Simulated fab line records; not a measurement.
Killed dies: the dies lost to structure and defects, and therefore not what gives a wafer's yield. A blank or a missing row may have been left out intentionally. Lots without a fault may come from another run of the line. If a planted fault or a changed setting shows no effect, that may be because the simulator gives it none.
Chamber matching	flow sky130	rie-diel-01 running SKY_FIELD_ISO_ETCH_14: 4 sister chambers
The step etches BARC in N2/H2, stops on SiO2, time 45.9 s, target depth 60 nm. 18 wafers are shown with their chamber, then 9 later ones without.

WAFERS, EACH WITH ITS CHAMBER
wafer	chamber	drypump-motor-current-A (A)	oes-product-au (a.u.)	bias-w (W)
L074.2	0	5.6	0.858	100.38
L074.3	2	5.0	0.855	99.93
L074.4	1	5.0	0.847	99.82
L076.3	2	5.0	0.853	99.63
L076.4	3	6.2	0.855	99.66
L076.6	2	5.0	0.853	100.22
L082.2	0	5.6	0.858	99.82
L082.4	3	6.2	0.848	100.11
L082.5	2	5.0	0.857	99.44
L083.4	1	5.1	0.851	99.71
L083.5	0	5.6	0.851	100.32
L083.6	3	6.2	0.855	99.76
L086.3	2	5.0	0.853	99.72
L086.4	3	6.2	0.853	100.35
L086.5	2	5.0	0.848	99.87
L088.2	3	6.2	0.843	100.05
L088.3	0	5.6	0.852	99.62
L088.5	2	5.0	0.847	100.02

SIGNATURES (means of the wafers above)
reading	chamber 0	chamber 1	chamber 2	chamber 3	scatter within a chamber
drypump-motor-current-A	5.600	5.050	5.000	6.200	0.0189
oes-product-au	0.85475	0.84900	0.85229	0.85080	0.00411
bias-w	100.0350	99.7650	99.8329	99.9860	0.285
Rule: for a wafer and a chamber, the distance is found by dividing, reading by reading, the gap between the wafer's reading and the chamber's mean by the reading's scatter, squaring, summing and taking the root. The wafer belongs to the nearest chamber; if the next one is less than 2 further off, it can't be placed. The scatter: take each reading less its chamber's mean, square it, sum over the shown wafers, divide by the number of wafers less the number of chambers, and take the root.

WAFERS WHOSE CHAMBER IS MISSING
wafer	drypump-motor-current-A (A)	oes-product-au (a.u.)	bias-w (W)
L090.1	5.1	0.856	99.75
L090.4	5.0	0.867	100.00
L090.5	6.2	0.853	99.98
L093.2	5.6	0.851	100.42
L093.4	6.2	0.855	99.94
L093.6	5.0	0.858	100.07
L096.1	6.2	0.850	100.24
L096.2	5.0	0.851	100.29
L096.5	5.0	0.854	100.18

THE CHAMBER EACH PASSED THROUGH
wafer	from the rows above	in truth
L090.1	1	1
L090.4	can't be placed: 2 or 1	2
L090.5	3	3
L093.2	0	0
L093.4	3	3
L093.6	can't be placed: 2 or 1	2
L096.1	3	3
L096.2	can't be placed: 2 or 1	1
L096.5	can't be placed: 2 or 1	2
5 of 9 placed correctly. Cannot be placed on the basis of these rows: 4; the candidates contain the true chamber in 4. Placed wrongly: 0.
